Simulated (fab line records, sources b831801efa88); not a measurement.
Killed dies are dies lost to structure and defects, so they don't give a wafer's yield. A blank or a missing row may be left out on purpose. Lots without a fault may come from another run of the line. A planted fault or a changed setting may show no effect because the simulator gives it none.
One fault seen from 2 desks | flow gf180mcu | each desk has only its own numbers; what lay behind them comes last

THE METROLOGY DESK
What the gauges read, lot by lot, whatever tool the lot ran on: means of the sampled wafers that have a number. A lot is out of limits, marked OUT, if its mean lies more than 4 standard deviations from the usual mean; the brackets give that distance.
Columns: A = cd_nm at GF_CONTACT_CD_MEAS_14, usual 219.9 nm; B = CONTACT_OVL at GF_CONTACT_OVL_MEAS_15, usual -3 nm
lot  | first seen here | A     | B
L493 | day 15 23:25    | 222.1 | -6
L497 | day 17 09:09    | 218.2 | -3
L506 | day 21 04:10    | 219.8 | -6
L508 | day 22 00:56    | 221.2 | -1
L509 | day 22 09:28    | 221.2 | -12
L515 | day 24 03:19    | 220.2 | -4
L516 | day 24 07:38    | 220.1 | 2
This desk's finding: nothing out of limits on any of the 7 lots.

THE TOOL OWNER'S DESK: pvd_sputter-04
The tool's own readings at GF_CONTACT_SPUTTER_23 (material TiN, target thk 10 nm, time 40 s): means of the sampled wafers that have a number, for each lot that ran on this tool. A lot is out of limits, marked OUT, if its mean lies more than 4 standard deviations from the usual mean; the brackets give that distance.
Columns: A = throttle_valve_pct at GF_CONTACT_SPUTTER_23, usual 29.3 %
lot  | first seen here | A
L493 | day 16 00:04    | 29.2
L497 | day 17 09:50    | 29.1
L506 | day 21 04:51    | 28.8
L508 | day 22 01:32    | 29.4
L509 | day 22 10:07    | 29.5
This desk's finding: nothing out of limits on any of the 5 lots.

PUT TOGETHER
The metrology desk saw nothing out of limits.
The tool owner's desk saw nothing out of limits.

WHAT THE SIMULATOR HAD PUT IN
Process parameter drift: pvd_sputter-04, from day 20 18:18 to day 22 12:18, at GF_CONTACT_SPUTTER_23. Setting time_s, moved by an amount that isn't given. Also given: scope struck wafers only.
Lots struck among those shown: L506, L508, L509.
